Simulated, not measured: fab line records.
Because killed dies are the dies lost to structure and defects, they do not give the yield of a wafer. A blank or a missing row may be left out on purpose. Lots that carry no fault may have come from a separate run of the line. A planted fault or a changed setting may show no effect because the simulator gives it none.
Check of tool commonality ; flow sky130 ; Sample size 11 lots and 33 wafers

## REASON FOR OPENING
2 of 11 lots carry a flag on the reading SD_P_TW at SKY_SD_P_TW_MEAS_11. Wafers without a fault read 2833, standard deviation 45.
Rule: a lot is flagged in two cases, either no wafer of it has a number, or all its wafers with numbers fall more than 4 standard deviations from that mean. The other lots count as sound.

lot;measured;on;SD_P_TW, wafer by wafer;flag
L681;day 26 05:03;film-metro-04;2854 2870 2827;
L683;day 26 09:59;film-metro-03;2798 2788 2774;
L684;day 26 23:55;film-metro-04;2830 2849 2847;
L686;day 27 12:30;film-metro-03;2791 2778 2782;
L689;day 28 18:34;film-metro-04;3127 3143 3122;FLAGGED
L693;day 30 07:00;film-metro-04;2839 2819 2828;
L694;day 30 07:38;film-metro-01;3197 3187 3182;FLAGGED
L698;day 31 20:20;film-metro-01;2874 2879 2881;
L700;day 32 14:52;film-metro-04;2844 2852 2849;
L701;day 33 07:03;film-metro-01;2868 2879 2872;
L703;day 34 01:16;film-metro-01;2879 2884 2882;
The numbers of the flagged lots are 3160 on average: +327 against the usual, or +7 standard deviations.

## EACH LOT AND THE TOOL IT RAN ON
Before the reading, the record contains 2 process steps out of a 708-step route. In each cell: the tool, then ch and the chambers that the sampled wafers went through, then the start.
lot;flag;SKY_SD_P_IMPLANT_09;SKY_SD_P_STRIP_10
L681;;implanter-03 ch 0, day 26 04:49;plasma-asher-03 ch 0,1, day 26 04:56
L683;;implanter-01 ch 0, day 26 09:44;plasma-asher-03 ch 0,1, day 26 09:53
L684;;implanter-01 ch 0, day 26 23:41;plasma-asher-04 ch 0,1, day 26 23:49
L686;;implanter-03 ch 0, day 27 12:15;plasma-asher-01 ch 0,1, day 27 12:24
L689;FLAGGED;implanter-03 ch 0, day 28 17:56;plasma-asher-04 ch 0,1, day 28 18:25
L693;;implanter-02 ch 0, day 30 06:46;plasma-asher-04 ch 0,1, day 30 06:53
L694;FLAGGED;implanter-03 ch 0, day 30 07:05;plasma-asher-03 ch 0,1, day 30 07:32
L698;;implanter-01 ch 0, day 31 20:05;plasma-asher-04 ch 0,1, day 31 20:14
L700;;implanter-01 ch 0, day 32 14:39;plasma-asher-01 ch 0,1, day 32 14:47
L701;;implanter-02 ch 0, day 33 06:48;plasma-asher-04 ch 0,1, day 33 06:57
L703;;implanter-02 ch 0, day 34 01:02;plasma-asher-01 ch 0,1, day 34 01:10
What these steps do:
- SKY_SD_P_IMPLANT_09
- SKY_SD_P_STRIP_10: strips in O2/N2.
- SKY_SD_P_TW_MEAS_11

## FLAGGED OVER TOTAL, TOOL BY TOOL (the gauges that took the reading come last)
step;tool;lots run;flagged;share of the flagged lots;sound lots run after its first flagged lot
SKY_SD_P_IMPLANT_09;implanter-01;4;0;none;-
SKY_SD_P_IMPLANT_09;implanter-02;3;0;none;-
SKY_SD_P_IMPLANT_09;implanter-03;4;2;all;0
SKY_SD_P_STRIP_10;plasma-asher-01;3;0;none;-
SKY_SD_P_STRIP_10;plasma-asher-03;3;1;some;0
SKY_SD_P_STRIP_10;plasma-asher-04;5;1;some;3 (L693,L698,L701)
SKY_SD_P_TW_MEAS_11;film-metro-01;4;1;some;3 (L698,L701,L703)
SKY_SD_P_TW_MEAS_11;film-metro-03;2;0;none;-
SKY_SD_P_TW_MEAS_11;film-metro-04;5;1;some;2 (L693,L700)

## WHAT THE TABLE PERMITS
1 row of the table ran every flagged lot: implanter-03 at SKY_SD_P_IMPLANT_09.
- implanter-03 at SKY_SD_P_IMPLANT_09: 2 of its 4 lots flagged. Its last sound lot is L686 (day 27 12:15), its first flagged lot L689 (day 28 17:56): a fault that began between those two fits.
Left over: one tool, implanter-03 at SKY_SD_P_IMPLANT_09.

## WHAT THE SIMULATOR HAD INSERTED
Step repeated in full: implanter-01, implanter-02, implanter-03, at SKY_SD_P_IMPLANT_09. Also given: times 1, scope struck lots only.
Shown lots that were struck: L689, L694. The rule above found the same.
